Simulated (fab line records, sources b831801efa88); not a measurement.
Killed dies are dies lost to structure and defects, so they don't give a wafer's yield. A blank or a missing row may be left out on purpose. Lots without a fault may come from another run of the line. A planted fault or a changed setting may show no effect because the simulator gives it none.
Which tool did it? | flow gf180mcu | 7 lots, 21 wafers sampled, at 2 steps of a route of 602

WHAT THE GAUGES READ, wafer by wafer
GF_V1_BOW_MEAS_05.
lot  | measured     | on            | V1_BOW (um)
L702 | day 17 13:03 | film_metro-02 | 79 94 91
L708 | day 19 17:57 | film_metro-03 | 83 72 87
L711 | day 21 00:13 | film_metro-04 | 75 85 90
L714 | day 22 02:47 | film_metro-03 | 97 85 83
L717 | day 23 03:19 | film_metro-04 | 81 82 82
L721 | day 24 09:10 | film_metro-04 | 92 96 90
L724 | day 25 03:16 | film_metro-02 | 95 84 79

WHICH TOOL RAN EACH LOT (tool, then ch and the chambers of the sampled wafers, then the start)
lot  | GF_NWELL_IMPLANT_09
L702 | implanter-01 ch 0, day 3 16:08
L708 | implanter-04 ch 0, day 4 21:19
L711 | implanter-03 ch 0, day 5 14:08
L714 | implanter-04 ch 0, day 6 07:22
L717 | implanter-01 ch 0, day 7 00:13
L721 | implanter-03 ch 0, day 7 22:17
L724 | implanter-04 ch 0, day 8 12:37
- GF_NWELL_IMPLANT_09

THE ANSWER, worked out from the rows above alone
Rule: what is usual is taken from the lots themselves. Put in order of their means at a reading, lots are off if they are a third of the lots or fewer, leave a main group of 4 or more, and stand apart from it by a gap of 3 or more times the standard deviation of the main group's means; of several such gaps the widest counts. A main group whose means are all the same, to the digits that the tables above print for the reading, isn't used. A lot without any number at a reading at which 4 lots or more have one is off too. The other lots that the step has rows for count as sound.
No lot is off at any reading shown: from this, nothing can be told.

WHAT THE SIMULATOR HAD PUT IN
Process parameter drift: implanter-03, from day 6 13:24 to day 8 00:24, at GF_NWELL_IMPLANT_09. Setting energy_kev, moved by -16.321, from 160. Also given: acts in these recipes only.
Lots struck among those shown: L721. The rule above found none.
